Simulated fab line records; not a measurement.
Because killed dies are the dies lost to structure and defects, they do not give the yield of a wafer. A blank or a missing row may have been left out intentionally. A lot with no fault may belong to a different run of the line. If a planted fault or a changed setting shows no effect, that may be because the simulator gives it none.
Which tool is to blame? | flow sky130 | 33 wafers from 11 lots sampled at 4 of the route's 708 steps

## WHAT THE GAUGES READ, wafer by wafer
SKY_VT_ADJUST_HVTR_OVL_MEAS_08. Usual: VT_ADJUST_HVTR_OVL typically reads -0.7 nm, with standard deviation 1.2.
lot  | measured     | on         | VT_ADJUST_HVTR_OVL (nm) | flag
L479 | day 9 11:48  | overlay-02 | -1.6 -0.8 -2.0          | 
L480 | day 9 20:46  | overlay-01 | -2.4 -0.8 -2.7          | 
L481 | day 10 00:43 | overlay-01 | 0.3 -0.3 -0.8           | 
L487 | day 11 23:52 | overlay-01 | 1.3 0.9 0.7             | 
L491 | day 13 00:53 | overlay-01 | 1.7 1.5 -0.3            | 
L492 | day 13 12:25 | overlay-02 | -2.7 -0.3 -2.6          | 
L493 | day 13 15:01 | overlay-01 | -1.2 -2.2 -2.2          | 
L494 | day 13 21:29 | overlay-02 | -2.3 -1.1 -2.5          | 
L499 | day 16 05:50 | overlay-02 | -0.5 -0.3 0.1           | 
L501 | day 16 12:53 | overlay-01 | 0.0 -1.5 -0.6           | 
L502 | day 16 22:52 | overlay-01 | -1.4 0.2 -1.6           | 

## EACH LOT AND THE TOOL THAT RAN IT (in order: tool; ch and the chambers of the sampled wafers; start)
lot  | SKY_FIELD_ISO_ETCH_17          | SKY_NWELL_RTA_28                | SKY_VT_ADJUST_LVTN_STRIP_20
L479 | rieSi-01 ch 1,2, day 2 07:36   | rtpAnneal-01 ch 0, day 5 09:58  | plasmaAsher-04 ch 0,1, day 7 17:46
L480 | rieSi-01 ch 2,3, day 2 11:30   | rtpAnneal-01 ch 0, day 5 17:53  | plasmaAsher-03 ch 0,1, day 8 01:54
L481 | rieSi-01 ch 1,2,3, day 2 16:18 | rtpAnneal-01 ch 0, day 5 21:39  | plasmaAsher-04 ch 0,1, day 8 06:12
L487 | rieSi-01 ch 2,3, day 3 22:44   | rtpAnneal-02 ch 0, day 7 08:40  | plasmaAsher-03 ch 0,1, day 10 00:32
L491 | rieSi-01 ch 0,1,3, day 4 18:15 | rtpAnneal-02 ch 0, day 8 07:29  | plasmaAsher-01 ch 0,1, day 11 00:36
L492 | rieSi-02 ch 0,2,3, day 5 00:01 | rtpAnneal-01 ch 0, day 8 14:27  | plasmaAsher-01 ch 0,1, day 11 10:29
L493 | rieSi-02 ch 1,2, day 5 05:35   | rtpAnneal-02 ch 0, day 8 18:42  | plasmaAsher-04 ch 0,1, day 11 13:49
L494 | rieSi-02 ch 0,1, day 5 10:03   | rtpAnneal-02 ch 0, day 8 21:59  | plasmaAsher-03 ch 0,1, day 11 18:54
L499 | rieSi-02 ch 0,3, day 6 14:26   | rtpAnneal-01 ch 0, day 10 21:38 | plasmaAsher-01 ch 0,1, day 13 23:20
L501 | rieSi-02 ch 1,2,3, day 7 00:51 | rtpAnneal-02 ch 0, day 11 03:21 | plasmaAsher-01 ch 0,1, day 14 05:19
L502 | rieSi-01 ch 0,1,3, day 7 08:56 | rtpAnneal-01 ch 0, day 11 09:37 | plasmaAsher-04 ch 0,1, day 14 15:04
- SKY_FIELD_ISO_ETCH_17: etches Si in HBr/Cl2/O2, target depth 342 nm, time 97.7 s.
- SKY_NWELL_RTA_28: time 30 s.
- SKY_VT_ADJUST_LVTN_STRIP_20: strips in O2/N2.

## AS READ BY THE TOOLS THEMSELVES (means over the sampled wafers that have a number; for cases with no such wafer, the mark the record gives instead)
SKY_FIELD_ISO_ETCH_17. Usual: O2_flow_sccm 5.998 sccm, standard deviation 0.017; chamberPressureMTorr 15.002 mTorr, standard deviation 0.014; drypumpMotorCurrentA 5.7 A, standard deviation 0.55; oesProductAu 0.995 a.u., standard deviation 0.0089; runLengthS 125.9 s, standard deviation 0.38; throttleValvePct 25.659 %, standard deviation 0.01.
lot  | tool     | O2_flow_sccm (sccm) | chamberPressureMTorr (mTorr) | drypumpMotorCurrentA (A) | oesProductAu (a.u.) | runLengthS (s) | throttleValvePct (%) | flag
L479 | rieSi-01 | 5.998               | 15.010                       | 5.9                      | 0.990               | 125.9          | 25.671               | 
L480 | rieSi-01 | 6.003               | 15.008                       | 6.3                      | 0.988               | 126.0          | 25.664               | 
L481 | rieSi-01 | 6.001               | 14.996                       | 5.9                      | 0.995               | 125.9          | 25.661               | 
L487 | rieSi-01 | 5.987               | 14.994                       | 6.3                      | 0.997               | 125.8          | 25.660               | 
L491 | rieSi-01 | 6.003               | 15.003                       | 5.9                      | 0.998               | 123.0          | 25.660               | OFF
L492 | rieSi-02 | 5.995               | 14.994                       | 5.5                      | 1.003               | 126.1          | 25.645               | 
L493 | rieSi-02 | 5.975               | 15.012                       | 5.2                      | 1.000               | 126.0          | 25.658               | 
L494 | rieSi-02 | 5.995               | 15.013                       | 5.0                      | 0.987               | 125.9          | 25.656               | 
L499 | rieSi-02 | 5.987               | 15.009                       | 5.9                      | 0.996               | 125.9          | 25.654               | 
L501 | rieSi-02 | 6.008               | 14.981                       | 5.5                      | 0.992               | 125.9          | 25.664               | 
L502 | rieSi-01 | 6.017               | 15.008                       | 5.9                      | 0.986               | 125.9          | 25.664               | 

SKY_NWELL_RTA_28. Usual: chamberO2Ppm 2.003, standard deviation 0.02; lampPowerPct 25.31 %, standard deviation 0.054; rampDownCPerS 90.001, standard deviation 0.016; rampUpCPerS 150.00, standard deviation 0.027; wafer_temp_C_max 1054.9, standard deviation 0.99.
lot  | tool         | chamberO2Ppm | lampPowerPct (%) | rampDownCPerS | rampUpCPerS | wafer_temp_C_max | flag
L479 | rtpAnneal-01 | 2.025        | 25.32            | 89.994        | 150.00      | 1054.9           | 
L480 | rtpAnneal-01 | 1.990        | 25.31            | 90.015        | 149.99      | 1055.0           | 
L481 | rtpAnneal-01 | 1.995        | 25.31            | 90.013        | 150.01      | 1054.9           | 
L487 | rtpAnneal-02 | 1.995        | 25.23            | 90.001        | 150.00      | 1054.7           | 
L491 | rtpAnneal-02 | 2.011        | 25.29            | 89.994        | 149.99      | 1055.4           | 
L492 | rtpAnneal-01 | 2.030        | 25.37            | 90.008        | 150.01      | 1054.9           | 
L493 | rtpAnneal-02 | 2.001        | 25.21            | 90.001        | 149.98      | 1055.3           | 
L494 | rtpAnneal-02 | 1.986        | 25.32            | 90.014        | 149.98      | 1053.6           | 
L499 | rtpAnneal-01 | 1.980        | 25.27            | 89.997        | 150.02      | 1054.9           | 
L501 | rtpAnneal-02 | 1.983        | 25.34            | 89.984        | 150.00      | 1054.9           | 
L502 | rtpAnneal-01 | 2.029        | 25.37            | 90.015        | 149.99      | 1055.2           | 

SKY_VT_ADJUST_LVTN_STRIP_20. Usual: chamberPressureMTorr 1500.1 mTorr, standard deviation 1.3; drypumpMotorCurrentA 5.8 A, standard deviation 0.38; oesProductAu 0.716 a.u., standard deviation 0.0045; stripTimeToEndpointS 14.19 s, standard deviation 0.048.
lot  | tool           | chamberPressureMTorr (mTorr) | drypumpMotorCurrentA (A) | oesProductAu (a.u.) | stripTimeToEndpointS (s) | flag
L479 | plasmaAsher-04 | 1500.0                       | 5.9                      | 0.714               | 14.28                    | 
L480 | plasmaAsher-03 | 1500.0                       | 5.4                      | 0.719               | 14.18                    | 
L481 | plasmaAsher-04 | 1501.2                       | 5.9                      | 0.711               | 14.21                    | 
L487 | plasmaAsher-03 | 1500.7                       | 5.6                      | 0.717               | 14.30                    | 
L491 | plasmaAsher-01 | 1500.4                       | 6.0                      | 0.715               | 14.19                    | 
L492 | plasmaAsher-01 | 1500.6                       | 6.3                      | 0.716               | 14.17                    | 
L493 | plasmaAsher-04 | 1501.3                       | 6.0                      | 0.719               | 14.19                    | 
L494 | plasmaAsher-03 | 1500.3                       | 5.4                      | 0.715               | 14.19                    | 
L499 | plasmaAsher-01 | 1501.1                       | 6.3                      | 0.720               | 14.19                    | 
L501 | plasmaAsher-01 | 1499.9                       | 6.0                      | 0.713               | 14.15                    | 
L502 | plasmaAsher-04 | 1501.0                       | 5.9                      | 0.716               | 14.19                    | 

## THE ANSWER, worked out from the rows above alone
Rule: lot off if the mean of its wafers having a number is beyond 3 standard deviations from the usual mean. A lot without any number at a reading at which 4 lots or more have one is off too. Where the step has rows for the other lots, those lots are counted as sound. First the gauges in route order, then the tools' own readings, where a lot's mean is used as printed above. The first step at which some lot is off is used, and at that step the reading that is off furthest; a lot without a number counts as furthest.
Off: L491 (SKY_FIELD_ISO_ETCH_17, runLengthS).
A tool fits if, at that step or a process step before it, it ran every lot that is off, and no sound lot after the first of them. Not one of the candidates tried fits.

## WHAT THE SIMULATOR PUT IN
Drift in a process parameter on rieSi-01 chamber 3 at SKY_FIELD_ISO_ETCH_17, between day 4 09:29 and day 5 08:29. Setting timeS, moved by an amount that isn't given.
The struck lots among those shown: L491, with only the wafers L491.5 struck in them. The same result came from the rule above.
